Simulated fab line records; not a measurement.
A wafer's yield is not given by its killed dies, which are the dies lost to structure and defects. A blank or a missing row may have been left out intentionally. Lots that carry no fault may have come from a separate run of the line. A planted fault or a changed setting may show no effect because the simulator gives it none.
Which tool is to blame? ; flow gf180mcu ; 30 wafers from 10 lots sampled at 7 of the route's 602 steps

WHAT EACH GAUGE READ, for each wafer
GF_M3_RS_MEAS_05: the measuring method here is four-point-probe. Usual: M3_ALCU_RS gives 0.0693 ohm/sq (standard deviation 0.00077).
lot;measured;on;M3_ALCU_RS (ohm/sq);flag
L367;day 21 08:28;film_metro-01;0.0670 0.0685 0.0691;
L368;day 21 12:56;film_metro-02;0.0696 0.0698 0.0696;
L369;day 22 09:07;film_metro-02;0.0698 0.0701 0.0700;
L370;day 22 11:47;film_metro-02;0.0704 0.0700 0.0705;
L372;day 23 07:22;film_metro-01;0.0692 0.0678 0.0681;
L374;day 24 02:18;film_metro-02;0.0683 0.0678 0.0681;
L375;day 24 11:42;film_metro-01;0.0686 0.0702 0.0693;
L379;day 25 21:00;film_metro-01;0.0687 0.0424 0.0422 0.0687 0.0424 0.0423;OFF
L383;day 27 03:30;film_metro-04;0.0696 0.0676 0.0697;
L384;day 27 12:26;film_metro-02;0.0424 0.0426 0.0425 0.0423 0.0425 0.0425;OFF

GF_M3_THK_MEAS_06: measures by xrf. Usual: M3_ALCU_THK gives 458 nm (standard deviation 5.7).
lot;measured;on;M3_ALCU_THK (nm);flag
L367;day 21 08:35;film_metro-01;471 463 457;
L368;day 21 13:02;film_metro-02;460 460 458;
L369;day 22 09:14;film_metro-02;457 455 456;
L370;day 22 11:54;film_metro-02;455 458 453;
L372;day 23 07:29;film_metro-01;461 471 466;
L374;day 24 02:25;film_metro-02;468 466 467;
L375;day 24 11:49;film_metro-01;462 452 457;
L379;day 26 02:41;film_metro-01;458 741 744 457 740 742;OFF
L383;day 27 03:37;film_metro-04;451 469 456;
L384;day 27 16:13;film_metro-02;744 747 749 744 747 747;OFF

GF_V3_THK_MEAS_03. Usual: V3_CVD_02_THK gives 851 nm (standard deviation 12).
lot;measured;on;V3_CVD_02_THK (nm);flag
L367;day 22 09:17;film_metro-01;858 851 872;
L368;day 22 13:13;film_metro-03;853 847 860;
L369;day 23 08:45;film_metro-02;835 844 860;
L370;day 23 11:23;film_metro-01;853 847 852;
L372;day 24 07:19;film_metro-01;841 859 879;
L374;day 25 01:09;film_metro-02;838 861 863;
L375;day 25 11:04;film_metro-02;852 839 851;
L379;day 26 19:41;film_metro-02;828 845 845;
L383;day 27 23:52;film_metro-02;855 845 851;
L384;day 28 09:13;film_metro-01;840 851 864;

EACH LOT AND THE TOOL THAT RAN IT (in order: tool; ch and the chambers of the sampled wafers; start)
lot;GF_M2_SPUTTER_03;GF_V2_ETCH_16;GF_M3_SPUTTER_02;GF_M3_METAL_ETCH_16
L367;pvd_sputter-01, day 19 04:46;rie_diel-02 ch 0,2, day 21 06:52;pvd_sputter-01, day 21 08:22;rie_metal-02 ch 0,1, day 22 08:27
L368;pvd_sputter-04, day 19 09:27;rie_diel-01 ch 2,3, day 21 11:20;pvd_sputter-03, day 21 12:49;rie_metal-01 ch 0,1, day 22 12:21
L369;pvd_sputter-04, day 20 06:13;rie_diel-01 ch 0,2,3, day 22 07:25;pvd_sputter-03, day 22 09:01;rie_metal-02 ch 0,1, day 23 07:54
L370;pvd_sputter-04, day 20 08:54;rie_diel-01 ch 0,1,3, day 22 10:04;pvd_sputter-03, day 22 11:41;rie_metal-03 ch 0,1, day 23 10:32
L372;pvd_sputter-01, day 21 04:58;rie_diel-02 ch 1,2,3, day 23 05:47;pvd_sputter-01, day 23 07:16;rie_metal-02 ch 0,1, day 24 06:24
L374;pvd_sputter-01, day 22 00:59;rie_diel-02 ch 0,3, day 24 00:42;pvd_sputter-04, day 24 02:11;rie_metal-01 ch 0,1, day 25 00:18
L375;pvd_sputter-01, day 22 11:25;rie_diel-03 ch 1,2, day 24 10:05;pvd_sputter-01, day 24 11:37;rie_metal-02 ch 1, day 25 10:12
L379;pvd_sputter-02, day 23 21:45;rie_diel-01 ch 0,2,3, day 25 19:22;pvd_sputter-03, day 25 20:53;rie_metal-01 ch 0,1, day 26 18:29
L383;pvd_sputter-01, day 25 05:31;rie_diel-01 ch 0,1,2, day 27 00:54;pvd_sputter-01, day 27 03:25;rie_metal-03 ch 0,1, day 27 22:59
L384;pvd_sputter-02, day 25 14:58;rie_diel-02 ch 0,2,3, day 27 10:11;pvd_sputter-03, day 27 12:20;rie_metal-03 ch 0,1, day 28 08:20
- GF_M2_SPUTTER_03: material Ti, target thk 10 nm, time 6.7 s.
- GF_V2_ETCH_16: etches BARC in N2/H2.
- GF_M3_SPUTTER_02: material AlCu, target thk 450 nm, time 23.9 s.
- GF_M3_METAL_ETCH_16: etches the open film in Cl2/BCl3, stops on SiO2, target depth 627.5 nm, time 104.6 s.

AS READ BY THE TOOLS THEMSELVES (means over the sampled wafers that have a number; for cases with no such wafer, the mark the record gives instead)
GF_M2_SPUTTER_03. Usual: throttle_valve_pct reads 30.5 % (standard deviation 1.1).
lot;tool;throttle_valve_pct (%);flag
L367;pvd_sputter-01;30.8;
L368;pvd_sputter-04;30.4;
L369;pvd_sputter-04;30.5;
L370;pvd_sputter-04;30.5;
L372;pvd_sputter-01;30.6;
L374;pvd_sputter-01;30.3;
L375;pvd_sputter-01;31.5;
L379;pvd_sputter-02;29.3;
L383;pvd_sputter-01;29.8;
L384;pvd_sputter-02;29.8;

GF_V2_ETCH_16. Usual: drypump_motor_current_A 5.7 A, standard deviation 0.53; h2_flow_sccm 199.9 sccm, standard deviation 0.61; oes_product_au 0.855 a.u., standard deviation 0.0047; throttle_valve_pct 13.224 %, standard deviation 0.0086.
lot;tool;drypump_motor_current_A (A);h2_flow_sccm (sccm);oes_product_au (a.u.);throttle_valve_pct (%);flag
L367;rie_diel-02;5.6;199.6;0.852;13.220;
L368;rie_diel-01;6.4;200.1;0.851;13.222;
L369;rie_diel-01;5.8;199.9;0.854;13.223;
L370;rie_diel-01;5.8;200.3;0.854;13.230;
L372;rie_diel-02;5.6;200.0;0.855;13.230;
L374;rie_diel-02;5.5;200.3;0.858;13.224;
L375;rie_diel-03;5.4;199.5;0.860;13.219;
L379;rie_diel-01;5.8;199.9;0.856;13.229;
L383;rie_diel-01;5.7;200.7;0.854;13.225;
L384;rie_diel-02;5.7;199.6;0.855;13.231;

GF_M3_SPUTTER_02. Usual: throttle_valve_pct reads 30.5 % (standard deviation 1.2).
lot;tool;throttle_valve_pct (%);flag
L367;pvd_sputter-01;31.5;
L368;pvd_sputter-03;29.7;
L369;pvd_sputter-03;30.5;
L370;pvd_sputter-03;30.5;
L372;pvd_sputter-01;30.5;
L374;pvd_sputter-04;30.1;
L375;pvd_sputter-01;29.6;
L379;pvd_sputter-03;30.9;
L383;pvd_sputter-01;31.9;
L384;pvd_sputter-03;30.1;

GF_M3_METAL_ETCH_16. Usual: drypump_motor_current_A 5.7 A, standard deviation 0.38; oes_product_au 0.975 a.u., standard deviation 0.0066; throttle_valve_pct 28.249 %, standard deviation 0.012.
lot;tool;drypump_motor_current_A (A);oes_product_au (a.u.);throttle_valve_pct (%);flag
L367;rie_metal-02;6.2;0.981;28.233;
L368;rie_metal-01;5.4;0.971;28.253;
L369;rie_metal-02;6.2;0.972;28.261;
L370;rie_metal-03;5.8;0.965;28.252;
L372;rie_metal-02;6.2;0.980;28.243;
L374;rie_metal-01;5.4;0.980;28.246;
L375;rie_metal-02;6.2;0.976;28.250;
L379;rie_metal-01;5.4;1.003;28.212;OFF
L383;rie_metal-03;5.7;0.978;28.251;
L384;rie_metal-03;5.5;0.992;28.241;

THE ANSWER, worked out from the rows above alone
Rule: lot off if the mean of its wafers having a number is beyond 3 standard deviations from the usual mean. A lot without any number at a reading at which 4 lots or more have one is off too. The other lots that the step has rows for count as sound. Order of review: gauges by route order, followed by the tools' own readings, for which a lot's mean as printed above is used. At the first step where some lot is off, the reading lying furthest off is the one used; lots without a number count as furthest.
Off: at GF_M3_RS_MEAS_05 (M3_ALCU_RS), L379, L384.
If a tool, at a process step before that reading, ran all the lots that are off and no sound lot after the first of them, it fits. Those tools and the gauges at GF_M3_RS_MEAS_05 are tried in the same way. Undecided on this evidence; 2 tools fit (pvd_sputter-02 at GF_M2_SPUTTER_03, pvd_sputter-03 at GF_M3_SPUTTER_02).

WHAT HAD BEEN PUT IN BY THE SIMULATOR
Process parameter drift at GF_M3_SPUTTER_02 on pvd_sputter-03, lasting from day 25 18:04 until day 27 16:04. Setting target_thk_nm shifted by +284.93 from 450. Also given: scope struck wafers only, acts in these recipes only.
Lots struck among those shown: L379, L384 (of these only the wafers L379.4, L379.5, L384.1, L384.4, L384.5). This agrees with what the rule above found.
